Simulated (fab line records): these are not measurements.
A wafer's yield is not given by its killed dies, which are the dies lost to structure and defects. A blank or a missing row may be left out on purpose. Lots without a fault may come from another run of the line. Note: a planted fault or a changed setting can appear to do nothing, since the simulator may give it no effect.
fab line records	flow sky130
record: lots: 6	wafers: 18	last_day: 49
route steps=708 shown METAL2@504 VIA2@507 PAD_OPEN@708
lots untouched by any fault: they come from a run of this same line in which no faults occurred
start_h: start of the lot's first displayed wafer, in hours after the record's first day	wait_h: hours since the lot's step before	" same as the row above	L1.1+2: a single row standing in for several wafers	- no value, or no start was given	* or withheld: withheld	< > ~ a bound
route shown NAME@n: names a module that has steps shown in the file, with the first one's number in the route	usual: mean/standard deviation of fault-free wafers	same: alike in all rows	chamber/n: place in a boat	sites: per-site readings	_std_site: the standard deviation of these	_edge_site: outer sites' mean less inner sites'	radius_mm: how far each site lies from the wafer's centre	mask NAME#n: copy n	behind: the last tool/chamber to shape the wafer	hold: why the lot went on hold/how many hours it stayed there/how the hold came to an end	device: the n, p or np transistor that did not switch	end of line: tests of these same wafers at the route's end	a step given without rows: its recipe and nothing more	killed: dies that structure and defects cost at the first sort, which is not the same as the wafer's yield	map: a wafer's dies, marking killed ones x, the rest . and places with no die _
set.NAME: the setting the step ran with; set.NAME@STEP: the setting that earlier step ran with	model.NAME: the simulator's own value behind a step, which no gauge read
lots at selected steps of the route; one table per step, one row per wafer
services: a tool's chamber out of use, with start hour (start_h, from the record's first day; less than 0 if before it), hours out, and reason
== steps ==
step: SKY_METAL2_STRIP_21
recipe: chemistry: post_etch_residue_remover	time_s: 1200	temp_c: 72.5
step: SKY_METAL2_CLEAN_22
recipe: chemistry: IPA	time_s: 180	temp_c: 25
step: SKY_METAL2_CLEAN_23
recipe: chemistry: O3/DIW	dry: n2_spin
step: SKY_VIA2_HDPCVD_00
recipe: material: SiO2	target_thk_nm: 1180	sigma_open_frac: 0.3	time_s: 196.7	temp_c: 400	sih4_flow_sccm: 57.06	pressure_mtorr: 6
step: SKY_VIA2_THK_MEAS_01
recipe: reads: SiO2_of_VIA2_HDPCVD_00
usual: VIA2_HDPCVD_THK: 1127/13
lot.wafer	tool	chamber	start_h	wait_h	VIA2_HDPCVD_THK[nm]
L727.2	film_metro-03	-	863.96	0.1	1141
L727.4	"	-	"	"	1133
L727.5	"	-	"	"	1131
L725.3	film_metro-04	-	864.43	0.1	1129
L725.4	"	-	"	"	1124
L725.5	"	-	"	"	1110
L732.3	film_metro-03	-	895.57	0.1	1097
L732.5	"	-	"	"	1122
L732.6	"	-	"	"	1107
L734.1	film_metro-01	-	899.85	0.1	1128
L734.2	"	-	"	"	1143
L734.4	"	-	"	"	1127
L739.1	film_metro-03	-	934.67	0.1	1113
L739.3	"	-	"	"	1124
L739.6	"	-	"	"	1123
L744.2	film_metro-03	-	965.93	0.1	1122
L744.4	"	-	"	"	1126
L744.6	"	-	"	"	1130
step: SKY_VIA2_CMP_02
recipe: material: SiO2	down_force_psi: 4	platen_rpm: 60	pad_velocity_m_s: 0.94248
usual: motor_current_A: 11.7/1.5
lot.wafer	tool	chamber	start_h	wait_h	motor_current_A
L727.4	cmp-02	3	864.01	0.0	10.5
L727.2	"	0	"	"	10.4
L727.5	"	3	"	"	11.0
L725.4	cmp-01	0	864.47	0.0	9.6
L725.3	"	2	"	"	13.6
L725.5	"	1	"	"	11.1
L732.3	cmp-02	0	895.66	0.1	9.8
L732.6	"	3	"	"	10.5
L732.5	"	0	"	"	10.2
L734.1	cmp-02	1	900.59	0.7	12.7
L734.4	"	3	"	"	10.6
L734.2	"	0	"	"	9.9
L739.3	cmp-01	1	934.73	0.0	10.8
L739.1	"	0	"	"	10.0
L739.6	"	2	"	"	13.1
L744.4	cmp-02	2	966.08	0.1	14.6
L744.2	"	3	"	"	10.4
L744.6	"	0	"	"	10.0
step: SKY_VIA2_BOW_MEAS_03
recipe: mode: bow
usual: VIA2_BOW: 86/7.6
lot.wafer	tool	chamber	start_h	wait_h	VIA2_BOW[um]
L727.2	film_metro-01	-	864.33	0.2	80
L727.4	"	-	"	"	88
L727.5	"	-	"	"	95
L725.3	film_metro-01	-	864.81	0.2	73
L725.4	"	-	"	"	89
L725.5	"	-	"	"	75
L732.3	film_metro-04	-	895.95	0.2	79
L732.5	"	-	"	"	93
L732.6	"	-	"	"	99
L734.1	film_metro-01	-	900.89	0.2	84
L734.2	"	-	"	"	77
L734.4	"	-	"	"	87
L739.1	film_metro-01	-	935.03	0.1	86
L739.3	"	-	"	"	75
L739.6	"	-	"	"	85
L744.2	film_metro-03	-	966.30	0.1	90
L744.4	"	-	"	"	96
L744.6	"	-	"	"	91
step: SKY_VIA2_DEHYDRATE_04
recipe: temp_c: 200	time_s: 60
step: SKY_VIA2_HMDS_05
recipe: prime_time_s: 60	prime_temp_c: 120
step: SKY_VIA2_COAT_06
recipe: resist: BARC	temp_c: withheld	time_s: withheld	spin_rpm: 3000	resist_thk_nm: 60
step: SKY_VIA2_COAT_07
recipe: resist: KrF-thick	spin_rpm: 3000	resist_thk_nm: 450
step: SKY_VIA2_SOFTBAKE_08
recipe: temp_c: 100	time_s: 90	resist: KrF-thick
step: SKY_VIA2_EXPOSE_09
recipe: mask_id: VIM2	na: 0.8	source_shape: annular	sigma_inner: 0.55	sigma_outer: 0.85	target_cd_nm: 200	dose_mj: 38
same: sigma_outer: 0.85
lot.wafer	tool	chamber	start_h	wait_h	mask	model.VIA2.overlay_x_nm
L727.2+4+5	krf_scanner-01	0	877.82	-	VIM2#0	-5.75
L725.3+4+5	krf_scanner-02	0	878.16	-	VIM2#0	-8.371
L732.3+5+6	krf_scanner-01	0	908.53	-	VIM2#0	-0.3173
L734.1+2+4	krf_scanner-02	0	913.21	-	VIM2#0	37.03
L739.1+3+6	krf_scanner-02	0	947.22	-	VIM2#0	28.4
L744.2+4+6	krf_scanner-01	0	979.07	-	VIM2#0	-5.303
step: SKY_VIA2_PEB_10
recipe: peb_temp_c: withheld	peb_time_s: withheld	resist: KrF-thick
step: SKY_VIA2_DEVELOP_11
recipe: develop_time_s: 60	resist: KrF-thick	dev_temp_c: 21
step: SKY_VIA2_CD_MEAS_12
recipe: target_cd_nm: 200
usual: cd_nm: 200.4/1.4
lot.wafer	tool	chamber	start_h	wait_h	cd_nm
L727.2	cd_sem-02	-	890.57	-	202.3
L727.4	"	-	"	"	202.4
L727.5	"	-	"	"	200.5
L725.3	cd_sem-01	-	891.29	-	199.0
L725.4	"	-	"	"	198.7
L725.5	"	-	"	"	198.1
L732.3	cd_sem-02	-	920.49	-	203.7
L732.5	"	-	"	"	202.1
L732.6	"	-	"	"	202.1
L734.1	cd_sem-01	-	925.20	-	201.5
L734.2	"	-	"	"	200.2
L734.4	"	-	"	"	201.3
L739.1	cd_sem-01	-	959.75	-	198.1
L739.3	"	-	"	"	199.7
L739.6	"	-	"	"	200.3
L744.2	cd_sem-02	-	990.29	-	202.4
L744.4	"	-	"	"	203.4
L744.6	"	-	"	"	199.9
step: SKY_VIA2_OVL_MEAS_13
usual: VIA2_OVL: -5/5.7
lot.wafer	tool	chamber	start_h	wait_h	VIA2_OVL[nm]
L727.2	overlay-01	-	890.67	0.1	-8
L727.4	"	-	"	"	-8
L727.5	"	-	"	"	-11
L725.3	overlay-01	-	891.38	0.1	-11
L725.4	"	-	"	"	-8
L725.5	"	-	"	"	-16
L732.3	overlay-01	-	920.58	0.1	-8
L732.5	"	-	"	"	-3
L732.6	"	-	"	"	-4
L734.1	overlay-02	-	925.32	0.1	34
L734.2	"	-	"	"	33
L734.4	"	-	"	"	37
L739.1	overlay-01	-	959.87	0.1	22
L739.3	"	-	"	"	28
L739.6	"	-	"	"	16
L744.2	overlay-01	-	990.40	0.1	-9
L744.4	"	-	"	"	-5
L744.6	"	-	"	"	-13
step: SKY_VIA2_ETCH_14
recipe: chemistry: N2/H2	target: BARC	ion_energy_ev: 200	source_w: 500	bias_w: 100	pressure_mtorr: 30	n2_flow_sccm: 100	h2_flow_sccm: 200	stop_on: SiO2	time_s: 45.9	target_depth_a: 600
usual: drypump_motor_current_A: 5.8/0.54	oes_product_au: 0.854/0.0045	throttle_valve_pct: 13.225/0.0089
lot.wafer	tool	chamber	start_h	wait_h	drypump_motor_current_A	oes_product_au	rf_hours_counter_h	throttle_valve_pct
L727.2	rie_diel-01	3	890.70	0.0	6.0	0.863	22	13.215
L727.4	"	0	"	"	6.2	0.857	26	13.223
L727.5	"	0	"	"	6.2	0.853	-	13.228
L725.3	rie_diel-01	0	891.40	0.0	6.3	0.847	26	13.218
L725.4	"	3	"	"	6.0	0.855	22	13.230
L725.5	"	0	"	"	6.3	0.854	-	13.217
L732.3	rie_diel-03	3	920.60	0.0	6.6	0.853	6	13.222
L732.5	"	3	"	"	6.6	0.856	-	13.231
L732.6	"	2	"	"	5.3	0.857	-	13.215
L734.1	rie_diel-03	2	925.35	0.0	5.3	0.852	11	13.227
L734.2	"	1	"	"	5.5	0.861	8	13.238
L734.4	"	3	"	"	6.6	0.844	6	13.224
L739.1	rie_diel-02	3	959.90	0.0	6.3	0.853	15	13.236
L739.3	"	1	"	"	6.0	0.859	14	13.229
L739.6	"	3	"	"	6.3	0.860	-	13.226
L744.2	rie_diel-01	2	990.43	0.0	6.5	0.860	7	13.236
L744.4	"	2	"	"	6.4	0.858	-	13.246
L744.6	"	1	"	"	5.2	0.856	-	13.206
step: SKY_PAD_OPEN_PROBE_99
usual: defect_limited_yield: 82.7/2	killed_at_M0_to_M3: 43/7.4	killed_at_M4_up: 3.5/2.1	killed_at_contacts: 24/5.4	killed_at_front_end: 15/4.7	killed_at_other: 0.2/0.44	killed_dies: 85/10	killed_open: 47/7.1	killed_short: 38/7	sort_bin_3_pad_short: 0.9/0.41	sort_bin_5_function: 10.4/1.6	sort_bin_6_memory: 6.1/1.1	sort_n_pass: 407/10	sort_yield_pct: 82.7/2
same: gross_dies: 492	killed_at_back_side: 0	sort_bin_4_leakage[%]: 0	sort_bin_8_speed[%]: 0
lot.wafer	tool	chamber	start_h	wait_h	defect_limited_yield[%]	killed_at_M0_to_M3	killed_at_M4_up	killed_at_contacts	killed_at_front_end	killed_at_other	killed_dies	killed_open	killed_short	sort_bin_3_pad_short[%]	sort_bin_5_function[%]	sort_bin_6_memory[%]	sort_n_pass	sort_yield_pct[%]
L727.2	prober-02	-	1109.46	0.1	84.8	24	9	26	16	0	75	37	38	1.6	8.1	5.5	417	84.8
L727.4	prober-02	-	1109.56	0.2	86.8	39	3	14	9	0	65	31	34	0.2	8.9	4.1	427	86.8
L727.5	prober-02	-	1109.61	0.2	82.3	42	8	25	12	0	87	48	39	1.0	12.0	4.7	405	82.3
L725.3	prober-02	-	1111.70	0.2	83.7	49	3	15	13	0	80	45	35	0.2	10.4	5.7	412	83.7
L725.4	prober-02	-	1111.75	0.2	81.7	46	1	28	15	0	90	55	35	0.8	11.4	6.1	402	81.7
L725.5	prober-02	-	1111.80	0.2	82.3	44	3	29	11	0	87	45	42	1.0	10.8	5.9	405	82.3
L732.3	prober-02	-	1132.91	0.2	80.3	44	7	24	22	0	97	49	48	0.4	11.6	7.7	395	80.3
L732.5	prober-02	-	1133.01	0.2	82.7	35	2	28	20	0	85	46	39	1.0	11.8	4.5	407	82.7
L732.6	prober-02	-	1133.06	0.2	81.7	48	1	23	18	0	90	50	40	0.8	13.2	4.3	402	81.7
L734.1	prober-01	-	1140.45	0.1	81.3	42	6	28	16	0	92	49	43	0.2	13.2	5.3	400	81.3
L734.2	prober-01	-	1140.50	0.1	82.9	33	5	25	21	0	84	51	33	0.4	8.9	7.7	408	82.9
L734.4	prober-01	-	1140.60	0.2	84.1	34	3	32	9	0	78	41	37	0.6	7.7	7.5	414	84.1
L739.1	prober-02	-	1164.34	0.1	82.5	42	2	23	19	0	86	36	50	0.6	10.6	6.3	406	82.5
L739.3	prober-02	-	1164.44	0.2	83.3	41	2	27	12	0	82	45	37	0.6	10.4	5.7	410	83.3
L739.6	prober-02	-	1164.59	0.2	85.4	45	2	14	10	1	72	41	31	0.2	10.4	4.1	420	85.4
L744.2	prober-01	-	1185.26	0.1	86.0	39	1	24	5	0	69	39	30	0.4	8.3	5.3	423	86.0
L744.4	prober-01	-	1185.36	0.2	82.1	44	3	30	11	0	88	48	40	1.4	10.6	5.9	404	82.1
L744.6	prober-01	-	1185.46	0.2	83.1	51	3	17	12	0	83	47	36	1.0	7.5	8.3	409	83.1
killed by level:class
L727.2 CONTACT:geometric_particle:open=10 CONTACT:geometric_particle:short=7 METAL4:geometric_particle:short=7 VIA1:geometric_particle:open=6 LI_CONTACT:geometric_particle:open=5 POLY_GATE:geometric_particle:open=4 METAL1:geometric_particle:short=4 METAL2:geometric_particle:short=4
L727.4 METAL1:geometric_particle:short=10 CONTACT:geometric_particle:open=8 VIA1:geometric_particle:open=8 VIA2:geometric_particle:short=6 VIA3:geometric_particle:open=6 POLY_GATE:geometric_particle:short=3 LOCAL_INTERCONNECT:geometric_particle:short=3 CONTACT:geometric_particle:short=3
L727.5 CONTACT:geometric_particle:open=11 VIA2:geometric_particle:open=7 FIELD_ISO:geometric_particle:open=6 VIA1:geometric_particle:open=6 CONTACT:geometric_particle:short=5 METAL2:geometric_particle:short=5 VIA3:geometric_particle:open=5 METAL4:geometric_particle:short=5
L725.3 VIA1:geometric_particle:open=12 METAL1:geometric_particle:short=9 VIA2:geometric_particle:open=8 LI_CONTACT:geometric_particle:open=6 VIA1:geometric_particle:short=6 VIA3:geometric_particle:open=6 FIELD_ISO:geometric_particle:open=5 FIELD_ISO:geometric_particle:short=3
L725.4 VIA1:geometric_particle:open=12 CONTACT:geometric_particle:open=8 LI_CONTACT:geometric_particle:open=7 VIA2:geometric_particle:open=7 VIA3:geometric_particle:open=6 METAL2:geometric_particle:short=6 LOCAL_INTERCONNECT:geometric_particle:short=5 POLY_GATE:geometric_particle:open=5
L725.5 CONTACT:geometric_particle:open=13 VIA1:geometric_particle:open=9 METAL1:geometric_particle:short=8 VIA3:geometric_particle:open=7 CONTACT:geometric_particle:short=6 VIA2:geometric_particle:short=6 LOCAL_INTERCONNECT:geometric_particle:short=5 FIELD_ISO:geometric_particle:short=4
L732.3 VIA1:geometric_particle:open=14 FIELD_ISO:geometric_particle:short=9 CONTACT:geometric_particle:short=7 CONTACT:geometric_particle:open=6 LI_CONTACT:geometric_particle:open=5 METAL1:geometric_particle:short=5 FIELD_ISO:geometric_particle:open=4 LI_CONTACT:geometric_particle:short=4
L732.5 CONTACT:geometric_particle:open=10 VIA1:geometric_particle:open=10 FIELD_ISO:geometric_particle:short=8 LOCAL_INTERCONNECT:geometric_particle:short=6 LI_CONTACT:geometric_particle:open=6 METAL2:geometric_particle:short=5 POLY_GATE:geometric_particle:open=4 METAL1:geometric_particle:short=4
L732.6 VIA1:geometric_particle:open=16 CONTACT:geometric_particle:open=11 METAL2:geometric_particle:short=8 VIA1:geometric_particle:short=6 FIELD_ISO:geometric_particle:open=4 FIELD_ISO:geometric_particle:short=4 POLY_GATE:geometric_particle:open=4 LOCAL_INTERCONNECT:geometric_particle:short=4
L734.1 CONTACT:geometric_particle:short=10 VIA1:geometric_particle:open=8 VIA2:geometric_particle:open=8 VIA3:geometric_particle:open=8 LI_CONTACT:geometric_particle:open=7 CONTACT:geometric_particle:open=5 POLY_GATE:geometric_particle:short=4 LOCAL_INTERCONNECT:geometric_particle:short=4
L734.2 CONTACT:geometric_particle:open=12 VIA1:geometric_particle:open=6 VIA3:geometric_particle:open=6 POLY_GATE:geometric_particle:open=5 CONTACT:geometric_particle:short=5 FIELD_ISO:geometric_particle:open=4 POLY_GATE:geometric_particle:short=4 METAL1:geometric_particle:short=4
L734.4 CONTACT:geometric_particle:open=9 LI_CONTACT:geometric_particle:short=8 LOCAL_INTERCONNECT:geometric_particle:short=7 VIA1:geometric_particle:open=7 VIA3:geometric_particle:open=7 VIA2:geometric_particle:open=5 POLY_GATE:geometric_particle:open=4 LI_CONTACT:geometric_particle:open=4
L739.1 FIELD_ISO:geometric_particle:short=9 LI_CONTACT:geometric_particle:open=7 VIA1:geometric_particle:short=7 VIA3:geometric_particle:short=6 CONTACT:geometric_particle:open=6 VIA1:geometric_particle:open=6 METAL2:geometric_particle:short=6 VIA3:geometric_particle:open=6
L739.3 CONTACT:geometric_particle:open=14 VIA3:geometric_particle:open=8 VIA1:geometric_particle:open=8 METAL1:geometric_particle:short=6 CONTACT:geometric_particle:short=5 VIA2:geometric_particle:open=5 LI_CONTACT:geometric_particle:open=4 LOCAL_INTERCONNECT:geometric_particle:short=4
L739.6 VIA3:geometric_particle:open=12 VIA1:geometric_particle:open=9 CONTACT:geometric_particle:open=6 METAL1:geometric_particle:short=6 LOCAL_INTERCONNECT:geometric_particle:short=5 METAL3:geometric_particle:short=4 VIA2:geometric_particle:short=3 VIA2:geometric_particle:open=3
L744.2 CONTACT:geometric_particle:open=12 METAL1:geometric_particle:short=8 VIA1:geometric_particle:open=8 VIA3:geometric_particle:open=7 METAL2:geometric_particle:short=6 LI_CONTACT:geometric_particle:open=5 VIA1:geometric_particle:short=4 CONTACT:geometric_particle:short=3
L744.4 LI_CONTACT:geometric_particle:open=10 CONTACT:geometric_particle:open=10 METAL2:geometric_particle:short=10 VIA2:geometric_particle:open=7 CONTACT:geometric_particle:short=5 METAL1:geometric_particle:short=5 VIA1:geometric_particle:open=5 VIA1:geometric_particle:short=4
L744.6 VIA3:geometric_particle:open=12 METAL1:geometric_particle:short=7 FIELD_ISO:geometric_particle:open=6 LI_CONTACT:geometric_particle:open=6 VIA2:geometric_particle:open=6 LOCAL_INTERCONNECT:geometric_particle:short=5 VIA1:geometric_particle:short=4 VIA2:geometric_particle:short=4
== services ==
tool	chamber	start_h	hours	kind
krf_scanner-01	-	846.20	0.8	pm
rie_diel-03	0	846.48	2.6	repair
rie_diel-01	3	846.98	4.5	repair
rie_diel-01	3	856.70	1.3	repair
rie_diel-01	1	863.87	10.1	repair
cmp-01	-	866.36	1.7	repair
krf_scanner-01	-	867.64	4.0	pm
krf_scanner-02	-	882.00	1.0	pm
cmp-01	-	897.54	3.4	pm
krf_scanner-01	-	910.03	1.3	pm
krf_scanner-01	-	911.33	3.6	pm
cmp-01	-	912.53	4.0	pm
rie_diel-01	-	922.33	4.1	repair
cmp-01	-	924.53	1.1	repair
krf_scanner-02	-	927.48	0.8	pm
cmp-02	-	933.82	3.4	repair
rie_diel-01	2	939.47	2.4	repair
krf_scanner-02	-	939.83	0.9	repair
cmp-02	-	944.53	0.9	repair
rie_diel-01	3	949.26	9.5	repair
krf_scanner-02	-	958.91	1.3	pm
krf_scanner-02	-	961.18	0.2	repair
cmp-02	-	967.62	1.6	repair
cmp-02	-	968.76	1.0	repair
== key ==
first_sign: step: SKY_VIA2_OVL_MEAS_13	reading: VIA2_OVL	direction: up	sigmas: 5.8	usual: -5	struck: 28
effect none on later readings
model_effect: step: SKY_VIA2_EXPOSE_09	value: VIA2.overlay_x_nm	without: -5.836	struck: 32.72
met_at SKY_VIA2_EXPOSE_09
struck_wafers L734.1,L734.2,L734.4,L739.1,L739.3,L739.6
onset_between 878.16 913.21
fault: kind: scanner_matching_overlay	tool: krf_scanner-02	chamber: -	onset_h: 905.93	steps: SKY_VIA2_EXPOSE_09	offset: 38.555
